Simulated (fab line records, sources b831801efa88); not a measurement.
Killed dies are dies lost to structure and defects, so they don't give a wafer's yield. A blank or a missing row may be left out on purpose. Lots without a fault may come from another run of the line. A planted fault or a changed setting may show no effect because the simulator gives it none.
One fault seen from 2 desks | flow gf180mcu | each desk has only its own numbers; what lay behind them comes last

THE TOOL OWNER'S DESK: implanter-02
The tool's own readings at GF_LVPWELL_IMPLANT_08: means of the sampled wafers that have a number, for each lot that ran on this tool. A lot is out of limits, marked OUT, if its mean lies more than 4 standard deviations from the usual mean; the brackets give that distance.
Columns: A = dose_ions_cm2 at GF_LVPWELL_IMPLANT_08, usual 1.5003e+13; B = faraday_current_uA at GF_LVPWELL_IMPLANT_08, usual 84.8; C = tilt_deg at GF_LVPWELL_IMPLANT_08, usual -0.002 degrees
lot  | first seen here | A                            | B              | C
L943 | day 3 21:29     | 1.4994e+13                   | 85.1           | 0.027
L945 | day 4 09:13     | 1.4996e+13                   | 84.6           | -0.004
L954 | day 6 10:24     | 1.1480e+13 (-99 or more) OUT | 65.4 (-13) OUT | 0.027
L957 | day 7 06:40     | 1.1467e+13 (-99 or more) OUT | 65.0 (-13) OUT | 0.010
This desk's finding: out of limits on L954, L957; first on L954, day 6 10:24 (dose_ions_cm2 at GF_LVPWELL_IMPLANT_08). In limits: L943, L945.

THE METROLOGY DESK
What the gauges read, lot by lot, whatever tool the lot ran on: means of the sampled wafers that have a number. A lot is out of limits, marked OUT, if its mean lies more than 4 standard deviations from the usual mean; the brackets give that distance.
Columns: A = NWELL_TW at GF_NWELL_TW_MEAS_11, usual 1569; B = LVPWELL_OVL at GF_LVPWELL_OVL_MEAS_07, usual 0.0 nm; C = LVPWELL_TW at GF_LVPWELL_TW_MEAS_11, usual 556; D = MVSD_RS at GF_VT_IMPLANT_RS_MEAS_46, usual 456.8 ohm/sq; E = LVPWELL_RS at GF_VT_IMPLANT_RS_MEAS_48, usual 1197 ohm/sq
lot  | first seen here | A    | B    | C              | D     | E
L943 | day 3 07:48     | 1566 | 2.0  | 550            | 455.3 | 1198
L945 | day 3 19:57     | 1580 | -1.2 | 545            | 455.6 | 1200
L948 | day 4 10:11     | 1539 | 0.9  | 557            | 456.8 | 1195
L952 | day 5 07:56     | 1544 | -0.5 | 555            | 456.9 | 1200
L954 | day 5 19:41     | 1562 | 1.2  | 524 (-6.0) OUT | 458.6 | 1372 (+51) OUT
L957 | day 6 15:08     | 1571 | -1.5 | 523 (-6.0) OUT | 457.4 | 1367 (+50) OUT
L959 | day 7 00:07     | 1587 | -0.8 | 548            | 455.7 | 1193
L960 | day 7 06:39     | 1584 | 1.3  | 561            | 457.0 | 1200
L961 | day 7 12:00     | 1567 | -1.0 | 559            | 456.6 | 1196
L962 | day 7 17:11     | 1580 | -0.9 | 563            | 457.7 | 1202
L963 | day 7 20:53     | 1577 | -0.2 | 557            | 455.1 | 1201
L964 | day 8 02:23     | 1554 | -2.6 | 566            | 457.9 | 1196
L965 | day 8 07:44     | 1586 | 0.1  | 559            | 454.6 | 1191
This desk's finding: out of limits on L954, L957; first on L954, day 6 10:48 (LVPWELL_TW at GF_LVPWELL_TW_MEAS_11). In limits: L943, L945, L948, L952, L959, L960, L961, L962, L963, L964, L965.

PUT TOGETHER
The tool owner's desk could have raised an alarm at day 6 10:24, on L954, L957.
The metrology desk could have raised an alarm at day 6 10:48, on L954, L957.
Of the lots named, all ran GF_LVPWELL_IMPLANT_08 on implanter-02.

WHAT THE SIMULATOR HAD PUT IN
Process parameter drift: implanter-02, from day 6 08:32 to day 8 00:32, at GF_LVPWELL_IMPLANT_08. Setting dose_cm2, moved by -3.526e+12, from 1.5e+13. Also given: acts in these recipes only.
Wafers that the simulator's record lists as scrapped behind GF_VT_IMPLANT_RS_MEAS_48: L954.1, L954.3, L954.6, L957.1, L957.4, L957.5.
Lots struck among those shown: L954, L957.
Hours from the fault's start to each desk's first reading out of limits: the tool owner's desk, 2; the metrology desk, 2.
